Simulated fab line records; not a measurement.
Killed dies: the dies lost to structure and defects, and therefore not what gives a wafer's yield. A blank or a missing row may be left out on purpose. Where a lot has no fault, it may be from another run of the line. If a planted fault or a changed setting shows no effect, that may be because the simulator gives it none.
A sampling plan put to the test    flow sky130    one fab line, 15 faults that these records tell of, each judged on the records of the lots that it struck
The plan is the line's own looks: the steps of the route at which a gauge or an inspection reads the wafer and doesn't change it. A look can be judged if struck wafers have a number there and the file gives its usual mean and standard deviation on fault-free wafers. Caught: the struck wafers' mean, at a look after the fault's first step, is 4 or more of those standard deviations (sigma) away from the usual mean. On the tool: the fault's steps, tested the same way using the tool's own readings. It also counts as caught if the struck wafers ran another recipe or if their record alone is blank.

== THE FAULTS, as the simulator had put them in ==
1. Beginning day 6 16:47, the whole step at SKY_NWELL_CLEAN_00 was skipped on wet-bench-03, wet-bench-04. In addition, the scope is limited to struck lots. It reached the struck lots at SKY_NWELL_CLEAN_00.
2. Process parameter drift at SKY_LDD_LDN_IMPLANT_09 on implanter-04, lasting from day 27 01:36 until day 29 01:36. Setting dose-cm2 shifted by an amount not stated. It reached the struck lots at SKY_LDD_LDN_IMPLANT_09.
3. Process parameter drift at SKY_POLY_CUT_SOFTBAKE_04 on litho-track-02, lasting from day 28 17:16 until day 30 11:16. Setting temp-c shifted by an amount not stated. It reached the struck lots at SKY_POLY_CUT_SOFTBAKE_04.
4. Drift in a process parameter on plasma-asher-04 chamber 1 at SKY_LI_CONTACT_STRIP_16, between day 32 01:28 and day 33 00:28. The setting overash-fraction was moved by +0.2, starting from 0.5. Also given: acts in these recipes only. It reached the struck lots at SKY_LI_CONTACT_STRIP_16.
5. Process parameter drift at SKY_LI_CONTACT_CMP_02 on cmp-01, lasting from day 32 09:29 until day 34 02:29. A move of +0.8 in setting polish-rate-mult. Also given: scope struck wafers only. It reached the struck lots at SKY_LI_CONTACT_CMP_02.
6. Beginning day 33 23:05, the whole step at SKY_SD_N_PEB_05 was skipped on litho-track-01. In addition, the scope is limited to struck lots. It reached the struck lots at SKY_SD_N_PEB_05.
7. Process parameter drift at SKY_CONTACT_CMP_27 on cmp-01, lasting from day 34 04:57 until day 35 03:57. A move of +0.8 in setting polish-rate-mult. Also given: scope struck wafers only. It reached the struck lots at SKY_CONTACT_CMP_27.
8. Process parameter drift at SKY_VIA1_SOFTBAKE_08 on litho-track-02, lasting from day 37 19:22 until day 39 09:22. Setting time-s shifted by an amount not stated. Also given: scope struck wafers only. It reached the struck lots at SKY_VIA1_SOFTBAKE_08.
9. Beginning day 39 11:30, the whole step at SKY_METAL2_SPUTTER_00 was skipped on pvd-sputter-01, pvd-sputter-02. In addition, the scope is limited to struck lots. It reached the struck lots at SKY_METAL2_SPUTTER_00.
10. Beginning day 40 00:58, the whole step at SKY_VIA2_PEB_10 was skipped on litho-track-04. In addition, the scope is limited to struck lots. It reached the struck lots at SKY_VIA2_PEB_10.
11. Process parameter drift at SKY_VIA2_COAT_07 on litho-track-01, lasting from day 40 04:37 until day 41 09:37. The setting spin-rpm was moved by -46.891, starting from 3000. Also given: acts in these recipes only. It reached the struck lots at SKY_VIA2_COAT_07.
12. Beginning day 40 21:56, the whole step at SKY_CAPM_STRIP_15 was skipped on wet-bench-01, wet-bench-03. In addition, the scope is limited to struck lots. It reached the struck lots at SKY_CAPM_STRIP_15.
13. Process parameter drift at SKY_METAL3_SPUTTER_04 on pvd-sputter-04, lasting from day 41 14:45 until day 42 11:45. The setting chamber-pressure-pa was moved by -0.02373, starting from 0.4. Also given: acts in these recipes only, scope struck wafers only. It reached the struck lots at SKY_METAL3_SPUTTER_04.
14. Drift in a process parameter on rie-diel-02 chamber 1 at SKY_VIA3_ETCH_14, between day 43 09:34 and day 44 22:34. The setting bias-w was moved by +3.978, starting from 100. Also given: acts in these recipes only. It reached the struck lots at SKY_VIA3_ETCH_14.
15. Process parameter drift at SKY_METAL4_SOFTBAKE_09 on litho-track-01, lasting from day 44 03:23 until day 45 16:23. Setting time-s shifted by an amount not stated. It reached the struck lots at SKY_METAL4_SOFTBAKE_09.

== WHAT THE PLAN SAW ==
fault  on the tool itself                                first look that catches it                       reading, sigma  median hours from its first step to that look  hours from the fault's start to the first struck lot there  judged looks passed uncaught
1      the tool's record is blank for the struck wafers  not the one look that can be judged after it     -               -                                              -                                                           1
2      dose-ions-cm2 -99 or beyond sigma                 no look after it can be judged                   -               -                                              -                                                           0
3      plate-temp-C -32 sigma                            not the one look that can be judged after it     -               -                                              -                                                           1
4      under 2 sigma                                     not the one look that can be judged after it     -               -                                              -                                                           1
5      time-to-endpoint-s -6.3 sigma                     no look after it can be judged                   -               -                                              -                                                           0
6      no reading that can be judged                     no look after it can be judged                   -               -                                              -                                                           0
7      time-to-endpoint-s -14 sigma                      not the one look that can be judged after it     -               -                                              -                                                           1
8      run-length-s -99 or beyond sigma                  no look after it can be judged                   -               -                                              -                                                           0
9      the tool's record is blank for the struck wafers  no look after it can be judged                   -               -                                              -                                                           0
10     no reading that can be judged                     no look after it can be judged                   -               -                                              -                                                           0
11     spin-speed-rpm -22 sigma                          no look after it can be judged                   -               -                                              -                                                           0
12     the tool's record is blank for the struck wafers  no look after it can be judged                   -               -                                              -                                                           0
13     chamber-pressure-pa -30 sigma                     not the one look that can be judged after it     -               -                                              -                                                           1
14     bias-w +13 sigma                                  none of the 2 looks that can be judged after it  -               -                                              -                                                           2
15     run-length-s -50 sigma                            not the one look that can be judged after it     -               -                                              -                                                           1
Dash: fault not caught, or number not given in these records.

Caught at a look: 0 of 15. Caught on the tool: 12 of 15. By one or the other: 12 of 15.
Faults 1, 2, 3, 5, 7, 8, 9, 11, 12, 13, 14, 15 were caught on the tool alone.
Caught by neither: faults 4, 6, 10.
